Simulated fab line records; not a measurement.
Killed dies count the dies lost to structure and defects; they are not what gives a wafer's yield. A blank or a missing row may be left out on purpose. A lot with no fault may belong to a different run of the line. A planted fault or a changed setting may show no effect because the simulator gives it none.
Tool commonality check | flow gf180mcu | 12 lots and 36 wafers in the sample

WHY THIS WAS OPENED
GF_VT_IMPLANT_TW_MEAS_21, reading VT_IMPLANT_2_TW: flagged on 2 of 12 lots. Fault-free wafers read 1218, with a standard deviation of 7.2.
Rule: flag the lot when none of its wafers has a number, or when each of its wafers that has one lies beyond 4 standard deviations from that mean. The other lots count as sound.

lot  | measured     | on            | VT_IMPLANT_2_TW, wafer by wafer | flag
L815 | day 6 12:58  | film_metro-04 | 1214 1213 1219                  |
L816 | day 6 23:28  | film_metro-04 | 1214 1213 1212                  |
L817 | day 7 08:11  | film_metro-04 | 1234 1227 1231                  |
L818 | day 7 10:38  | film_metro-04 | 1228 1232 1227                  |
L825 | day 9 06:56  | film_metro-03 | 1157 1163 1158                  | FLAGGED
L826 | day 9 15:26  | film_metro-03 | 1214 1218 1219                  |
L827 | day 9 20:20  | film_metro-03 | 1158 1157 1158                  | FLAGGED
L828 | day 10 03:14 | film_metro-02 | 1217 1219 1221                  |
L830 | day 10 16:08 | film_metro-03 | 1218 1219 1215                  |
L832 | day 11 02:41 | film_metro-03 | 1220 1226 1225                  |
L835 | day 11 22:11 | film_metro-02 | 1216 1213 1213                  |
L837 | day 12 11:24 | film_metro-03 | 1225 1230 1234                  |
The mean of the flagged lots' numbers is 1158, -60 from the usual (-8 standard deviations).

EACH LOT AND THE TOOL IT RAN ON
The record holds 1 process step before the reading, out of a route of 602 steps. Cell contents, in order: the tool; ch with the chambers the sampled wafers went through; the start.
lot  | flag    | GF_VT_IMPLANT_IMPLANT_19
L815 |         | implanter-02 ch 0, day 6 12:44
L816 |         | implanter-01 ch 0, day 6 23:13
L817 |         | implanter-01 ch 0, day 7 07:56
L818 |         | implanter-02 ch 0, day 7 10:24
L825 | FLAGGED | implanter-01 ch 0, day 9 06:42
L826 |         | implanter-03 ch 0, day 9 15:12
L827 | FLAGGED | implanter-01 ch 0, day 9 20:07
L828 |         | implanter-02 ch 0, day 10 02:59
L830 |         | implanter-03 ch 0, day 10 15:55
L832 |         | implanter-02 ch 0, day 11 02:26
L835 |         | implanter-03 ch 0, day 11 21:58
L837 |         | implanter-03 ch 0, day 12 11:09
What is done by these steps:
- GF_VT_IMPLANT_IMPLANT_19
- GF_VT_IMPLANT_TW_MEAS_21

FLAGGED OVER TOTAL, TOOL BY TOOL (the gauges that took the reading come last)
step                     | tool          | lots run | flagged | share of the flagged lots | sound lots run after its first flagged lot
GF_VT_IMPLANT_IMPLANT_19 | implanter-01  | 4        | 2       | all                       | 0
GF_VT_IMPLANT_IMPLANT_19 | implanter-02  | 4        | 0       | none                      | -
GF_VT_IMPLANT_IMPLANT_19 | implanter-03  | 4        | 0       | none                      | -
GF_VT_IMPLANT_TW_MEAS_21 | film_metro-02 | 2        | 0       | none                      | -
GF_VT_IMPLANT_TW_MEAS_21 | film_metro-03 | 6        | 2       | all                       | 4 (L826,L830,L832,L837)
GF_VT_IMPLANT_TW_MEAS_21 | film_metro-04 | 4        | 0       | none                      | -

WHAT THE TABLE PERMITS
In 2 table rows, all flagged lots were run: implanter-01 (GF_VT_IMPLANT_IMPLANT_19), film_metro-03 (GF_VT_IMPLANT_TW_MEAS_21).
- implanter-01 at GF_VT_IMPLANT_IMPLANT_19: 2 of its 4 lots flagged. Its last sound lot is L817 (day 7 07:56), its first flagged lot L825 (day 9 06:42): a fault that began between those two fits. Its own readings lie more than 4 standard deviations out on every wafer of the flagged lots: beam_on_s, faraday_current_uA.
- film_metro-03 at GF_VT_IMPLANT_TW_MEAS_21: 2 of its 6 lots flagged. After the first flagged lot (L826, L830, L832, L837), sound lots still ran on it; a lasting fault on the whole tool would not permit that.
Left over: one tool, implanter-01 at GF_VT_IMPLANT_IMPLANT_19.

WHAT WAS PUT IN BY THE SIMULATOR
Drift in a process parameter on implanter-01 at GF_VT_IMPLANT_IMPLANT_19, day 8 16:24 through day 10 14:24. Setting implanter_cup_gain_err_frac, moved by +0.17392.
Lots struck among those shown: L825, L827. The same result came from the rule above.
